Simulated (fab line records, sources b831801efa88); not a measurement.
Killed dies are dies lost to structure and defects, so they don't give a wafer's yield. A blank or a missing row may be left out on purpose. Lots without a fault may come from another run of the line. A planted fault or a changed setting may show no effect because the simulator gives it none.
Which tool did it? | flow sky130 | 11 lots, 33 wafers sampled, at 5 steps of a route of 708

WHAT THE GAUGES READ, wafer by wafer
SKY_SD_N_RS_MEAS_16: measures by four-point-probe.
lot  | measured     | on            | SD_N_RS (ohm/sq)
L779 | day 29 09:13 | film_metro-02 | 68.49 68.28 68.56
L781 | day 30 10:16 | film_metro-02 | 68.25 68.43 68.43
L782 | day 30 21:52 | film_metro-02 | 68.55 68.41 68.45
L786 | day 31 20:08 | film_metro-02 | 68.44 68.46 68.53
L787 | day 32 03:36 | film_metro-03 | 68.51 68.40 68.50
L789 | day 32 19:44 | film_metro-03 | 68.54 68.58 68.66
L792 | day 33 19:59 | film_metro-03 | 68.49 68.38 68.63
L793 | day 33 22:04 | film_metro-02 | 66.74 66.78 66.72
L794 | day 34 08:49 | film_metro-02 | 66.86 67.05 66.71
L796 | day 35 02:59 | film_metro-02 | 68.57 68.50 68.55
L798 | day 36 01:08 | film_metro-01 | 68.44 68.54 68.60

WHICH TOOL RAN EACH LOT (tool, then ch and the chambers of the sampled wafers, then the start)
lot  | SKY_LDD_LDN_STRIP_12                 | SKY_RES_XHIGH_STRIP_08               | SKY_SD_N_IMPLANT_09             | SKY_SD_N_STRIP_11
L779 | plasma_asher-04 ch 0,1, day 24 08:59 | plasma_asher-02 ch 0,1, day 28 03:51 | implanter-02 ch 0, day 29 08:32 | plasma_asher-03 ch 0,1, day 29 08:50
L781 | plasma_asher-02 ch 0,1, day 25 12:01 | plasma_asher-04 ch 0,1, day 29 05:05 | implanter-01 ch 0, day 30 09:35 | plasma_asher-03 ch 0,1, day 30 09:52
L782 | plasma_asher-02 ch 0,1, day 25 22:38 | plasma_asher-02 ch 0, day 29 17:23   | implanter-01 ch 0, day 30 21:11 | plasma_asher-04 ch 0,1, day 30 21:29
L786 | plasma_asher-04 ch 0,1, day 26 23:13 | plasma_asher-04 ch 0,1, day 30 16:05 | implanter-01 ch 0, day 31 19:28 | plasma_asher-02 ch 0,1, day 31 19:46
L787 | plasma_asher-04 ch 1, day 27 06:26   | plasma_asher-01 ch 0,1, day 30 23:38 | implanter-01 ch 0, day 32 02:55 | plasma_asher-03 ch 1, day 32 03:12
L789 | plasma_asher-04 ch 1, day 28 02:43   | plasma_asher-02 ch 0,1, day 31 16:35 | implanter-01 ch 0, day 32 19:04 | plasma_asher-02 ch 0,1, day 32 19:22
L792 | plasma_asher-02 ch 0, day 29 01:13   | plasma_asher-01 ch 0,1, day 32 16:45 | implanter-01 ch 0, day 33 19:19 | plasma_asher-02 ch 0,1, day 33 19:37
L793 | plasma_asher-04 ch 0,1, day 29 06:16 | plasma_asher-04 ch 0,1, day 32 18:47 | implanter-01 ch 0, day 33 21:24 | plasma_asher-04 ch 0,1, day 33 21:41
L794 | plasma_asher-04 ch 0,1, day 29 15:04 | plasma_asher-04 ch 0,1, day 33 05:20 | implanter-01 ch 0, day 34 08:09 | plasma_asher-02 ch 0,1, day 34 08:26
L796 | plasma_asher-02 ch 0,1, day 30 12:38 | plasma_asher-02 ch 1, day 34 00:24   | implanter-04 ch 0, day 35 02:18 | plasma_asher-03 ch 0,1, day 35 02:36
L798 | plasma_asher-02 ch 0,1, day 31 12:06 | plasma_asher-01 ch 0,1, day 34 21:55 | implanter-04 ch 0, day 36 00:28 | plasma_asher-02 ch 0,1, day 36 00:44
- SKY_LDD_LDN_STRIP_12: strips in O2/N2.
- SKY_RES_XHIGH_STRIP_08: strips in O2/N2.
- SKY_SD_N_IMPLANT_09
- SKY_SD_N_STRIP_11: strips in O2/N2.

THE ANSWER, worked out from the rows above alone
Rule: what is usual is taken from the lots themselves. Put in order of their means at a reading, lots are off if they are a third of the lots or fewer, leave a main group of 4 or more, and stand apart from it by a gap of 3 or more times the standard deviation of the main group's means; of several such gaps the widest counts. A main group whose means are all the same, to the digits that the tables above print for the reading, isn't used. A lot without any number at a reading at which 4 lots or more have one is off too. The other lots that the step has rows for count as sound.
Off: L793, L794, at SKY_SD_N_RS_MEAS_16 (SD_N_RS). The main group: mean 68.49 ohm/sq, standard deviation 0.06.
A tool fits if, at a process step before that reading, it ran every lot that is off, and no sound lot after the first of them. The gauges at SKY_SD_N_RS_MEAS_16 are tried like those tools. Can't be told from this: 2 tools fit, plasma_asher-04 at SKY_LDD_LDN_STRIP_12 and SKY_RES_XHIGH_STRIP_08, implanter-01 at SKY_SD_N_IMPLANT_09.

WHAT THE SIMULATOR HAD PUT IN
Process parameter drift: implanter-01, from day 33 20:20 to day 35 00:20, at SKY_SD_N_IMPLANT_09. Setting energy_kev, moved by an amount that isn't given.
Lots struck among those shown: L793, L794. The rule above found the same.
